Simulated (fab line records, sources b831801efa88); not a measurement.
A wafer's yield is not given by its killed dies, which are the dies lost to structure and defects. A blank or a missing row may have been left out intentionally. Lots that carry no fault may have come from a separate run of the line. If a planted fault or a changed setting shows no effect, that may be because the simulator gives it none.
2 desks, one fault + flow gf180mcu + each desk holds nothing but its own numbers, with what lay behind them at the end

## FOR THE TOOL OWNER'S DESK: rie_diel-03
The tool's own readings at GF_HV_LDD_ETCHBACK_58 (etches Si3N4 in CH3F/O2, stops on SiO2, time 100 s, target depth 90 nm): means of the sampled wafers that have a number, for each lot that ran on this tool. A lot is out of limits, marked OUT, if its mean lies more than 4 standard deviations from the usual mean; the brackets give that distance.
Columns: A = drypump_motor_current_A at GF_HV_LDD_ETCHBACK_58, usual 5.7 A; B = oes_product_au at GF_HV_LDD_ETCHBACK_58, usual 0.841 a.u.; C = throttle_valve_pct at GF_HV_LDD_ETCHBACK_58, usual 10.561 %
| lot  | first seen here | A   | B                | C      |
|------|-----------------|-----|------------------|--------|
| L740 | day 14 11:43    | 5.6 | 0.848            | 10.562 |
| L748 | day 17 12:48    | 5.1 | 0.778 (-8.4) OUT | 10.553 |
| L749 | day 17 18:20    | 5.0 | 0.784 (-7.6) OUT | 10.548 |
Finding of this desk: L748, L749 out of limits; the first was L748 at day 17 12:48, on oes_product_au at GF_HV_LDD_ETCHBACK_58. L740 stayed within limits.

## METROLOGY DESK
Lot by lot, what the gauges showed, no matter which tool ran the lot: averages of those sampled wafers that carry a number. A lot is out of limits, marked OUT, if its mean lies more than 4 standard deviations from the usual mean; the brackets give that distance.
Columns: A = cd_nm at GF_HV_LDD_CD_MEAS_46, usual 400.4 nm; B = HV_LDD_03_OVL at GF_HV_LDD_OVL_MEAS_47, usual -0.1 nm; C = HV_LDD_4_TW at GF_HV_LDD_TW_MEAS_50, usual 565; D = HV_LDD_RS at GF_HV_LDD_RS_MEAS_53, usual 418.9 ohm/sq; E = HV_LDD_CVD_54_THK at GF_HV_LDD_THK_MEAS_55, usual 9.97 nm; F = HV_LDD_CVD_56_THK at GF_HV_LDD_THK_MEAS_57, usual 89.7 nm
| lot  | first seen here | A     | B    | C   | D     | E     | F    |
|------|-----------------|-------|------|-----|-------|-------|------|
| L734 | day 12 03:50    | 401.8 | 0.3  | 558 | 418.3 | 9.87  | 87.8 |
| L740 | day 14 03:09    | 401.2 | -2.0 | 571 | 418.8 | 9.98  | 91.0 |
| L748 | day 17 09:33    | 403.7 | -1.1 | 570 | 418.2 | 10.03 | 90.5 |
| L749 | day 17 15:04    | 398.0 | 1.9  | 568 | 418.3 | 9.84  | 90.4 |
| L752 | day 18 07:08    | 401.1 | 0.4  | 554 | 419.9 | 10.09 | 90.6 |
| L756 | day 19 21:47    | 398.9 | -0.7 | 569 | 417.5 | 9.87  | 89.5 |
This desk's verdict: no lot among the 6 shows anything out of limits.

## ALL TOGETHER
At day 17 12:48, on L748, L749, the tool owner's desk was in a position to raise an alarm.
Nothing out of limits was seen by the metrology desk.
The metrology desk holds a record of L748, L749, inside its limits.
GF_HV_LDD_ETCHBACK_58 was run on rie_diel-03 by each of the lots named.

## WHAT THE SIMULATOR HAD PUT IN
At GF_HV_LDD_ETCHBACK_58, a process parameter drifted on rie_diel-03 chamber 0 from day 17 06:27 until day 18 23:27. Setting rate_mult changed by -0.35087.
Shown lots that were struck: L748, L749.
Hours from the fault's start to each desk's first reading out of limits: the tool owner's desk, 6.
